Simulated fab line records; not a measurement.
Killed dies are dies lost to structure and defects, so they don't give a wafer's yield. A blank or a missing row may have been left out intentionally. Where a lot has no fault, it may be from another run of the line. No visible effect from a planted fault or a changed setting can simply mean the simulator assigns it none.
Chamber matching || flow sky130 || SKY_VIA4_ETCH_12 on rieDiel-04: 4 sister chambers
The step etches SiO2 in C4F8/O2/Ar, stops on TiN, target depth 580 nm. 24 wafers are shown with their chamber, then 12 later ones without.

WAFERS PAIRED WITH THEIR CHAMBERS
{"wafer": "L074.3", "chamber": 3, "oesProductAu (a.u.)": 0.922, "biasW (W)": 1191}
{"wafer": "L074.4", "chamber": 0, "oesProductAu (a.u.)": 0.928, "biasW (W)": 1203}
{"wafer": "L074.6", "chamber": 1, "oesProductAu (a.u.)": 0.926, "biasW (W)": 1202}
{"wafer": "L075.2", "chamber": 0, "oesProductAu (a.u.)": 0.925, "biasW (W)": 1200}
{"wafer": "L075.4", "chamber": 2, "oesProductAu (a.u.)": 0.920, "biasW (W)": 1205}
{"wafer": "L075.5", "chamber": 1, "oesProductAu (a.u.)": 0.928, "biasW (W)": 1198}
{"wafer": "L077.1", "chamber": 1, "oesProductAu (a.u.)": 0.933, "biasW (W)": 1201}
{"wafer": "L077.4", "chamber": 2, "oesProductAu (a.u.)": 0.923, "biasW (W)": 1202}
{"wafer": "L077.6", "chamber": 0, "oesProductAu (a.u.)": 0.926, "biasW (W)": 1200}
{"wafer": "L078.1", "chamber": 2, "oesProductAu (a.u.)": 0.928, "biasW (W)": 1202}
{"wafer": "L078.3", "chamber": 0, "oesProductAu (a.u.)": 0.925, "biasW (W)": 1203}
{"wafer": "L078.4", "chamber": 1, "oesProductAu (a.u.)": 0.913, "biasW (W)": 1200}
{"wafer": "L080.2", "chamber": 0, "oesProductAu (a.u.)": 0.937, "biasW (W)": 1195}
{"wafer": "L080.3", "chamber": 1, "oesProductAu (a.u.)": 0.927, "biasW (W)": 1204}
{"wafer": "L080.5", "chamber": 1, "oesProductAu (a.u.)": 0.933, "biasW (W)": 1201}
{"wafer": "L082.3", "chamber": 0, "oesProductAu (a.u.)": 0.928, "biasW (W)": 1200}
{"wafer": "L082.4", "chamber": 1, "oesProductAu (a.u.)": 0.932, "biasW (W)": 1192}
{"wafer": "L082.6", "chamber": 2, "oesProductAu (a.u.)": 0.929, "biasW (W)": 1195}
{"wafer": "L083.3", "chamber": 1, "oesProductAu (a.u.)": 0.932, "biasW (W)": 1201}
{"wafer": "L083.5", "chamber": 0, "oesProductAu (a.u.)": 0.932, "biasW (W)": 1204}
{"wafer": "L083.6", "chamber": 3, "oesProductAu (a.u.)": 0.918, "biasW (W)": 1205}
{"wafer": "L085.1", "chamber": 3, "oesProductAu (a.u.)": 0.922, "biasW (W)": 1202}
{"wafer": "L085.5", "chamber": 1, "oesProductAu (a.u.)": 0.919, "biasW (W)": 1198}
{"wafer": "L085.6", "chamber": 0, "oesProductAu (a.u.)": 0.936, "biasW (W)": 1196}

SIGNATURES (averages over the wafers above)
{"reading": "oesProductAu", "chamber 0": 0.92963, "chamber 1": 0.92700, "chamber 2": 0.92500, "chamber 3": 0.92067, "scatter within a chamber": 0.00553}
{"reading": "biasW", "chamber 0": 1200.12, "chamber 1": 1199.67, "chamber 2": 1201.00, "chamber 3": 1199.33, "scatter within a chamber": 4.07}
Rule: for each reading, subtract the chamber's mean from the wafer's reading, divide by that reading's scatter and square the result; add these up over the readings and take the root, which gives the wafer's distance from the chamber. The wafer belongs to the nearest chamber; if the next one is less than 2 further off, it can't be placed. The scatter is the square root of a quotient: the sum, over the shown wafers, of each reading's squared deviation from its chamber's mean, divided by wafers minus chambers.

WAFERS MISSING THEIR CHAMBER
{"wafer": "L086.1", "oesProductAu (a.u.)": 0.921, "biasW (W)": 1198}
{"wafer": "L086.4", "oesProductAu (a.u.)": 0.924, "biasW (W)": 1196}
{"wafer": "L086.5", "oesProductAu (a.u.)": 0.921, "biasW (W)": 1205}
{"wafer": "L087.2", "oesProductAu (a.u.)": 0.922, "biasW (W)": 1200}
{"wafer": "L087.3", "oesProductAu (a.u.)": 0.922, "biasW (W)": 1202}
{"wafer": "L087.6", "oesProductAu (a.u.)": 0.930, "biasW (W)": 1202}
{"wafer": "L092.2", "oesProductAu (a.u.)": 0.923, "biasW (W)": 1202}
{"wafer": "L092.4", "oesProductAu (a.u.)": 0.929, "biasW (W)": 1199}
{"wafer": "L092.6", "oesProductAu (a.u.)": 0.914, "biasW (W)": 1198}
{"wafer": "L093.1", "oesProductAu (a.u.)": 0.927, "biasW (W)": 1199}
{"wafer": "L093.2", "oesProductAu (a.u.)": 0.927, "biasW (W)": 1198}
{"wafer": "L093.6", "oesProductAu (a.u.)": 0.931, "biasW (W)": 1200}

WHICH CHAMBER EACH ONE RAN IN
{"wafer": "L086.1", "from the rows above": "can't be placed: 3 or 2 or 1 or 0", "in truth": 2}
{"wafer": "L086.4", "from the rows above": "can't be placed: 3 or 1 or 2 or 0", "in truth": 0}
{"wafer": "L086.5", "from the rows above": "can't be placed: 2 or 3 or 1 or 0", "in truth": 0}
{"wafer": "L087.2", "from the rows above": "can't be placed: 3 or 2 or 1 or 0", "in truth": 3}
{"wafer": "L087.3", "from the rows above": "can't be placed: 2 or 3 or 1 or 0", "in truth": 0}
{"wafer": "L087.6", "from the rows above": "can't be placed: 0 or 1 or 2 or 3", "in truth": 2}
{"wafer": "L092.2", "from the rows above": "can't be placed: 2 or 3 or 1 or 0", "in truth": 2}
{"wafer": "L092.4", "from the rows above": "can't be placed: 0 or 1 or 2 or 3", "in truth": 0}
{"wafer": "L092.6", "from the rows above": "can't be placed: 3 or 2 or 1 or 0", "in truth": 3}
{"wafer": "L093.1", "from the rows above": "can't be placed: 1 or 0 or 2 or 3", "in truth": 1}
{"wafer": "L093.2", "from the rows above": "can't be placed: 1 or 0 or 2 or 3", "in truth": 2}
{"wafer": "L093.6", "from the rows above": "can't be placed: 0 or 1 or 2 or 3", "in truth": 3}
Placed correctly: 0 of 12. Cannot be placed on the basis of these rows: 12; the candidates contain the true chamber in 12. 0 placed wrongly.
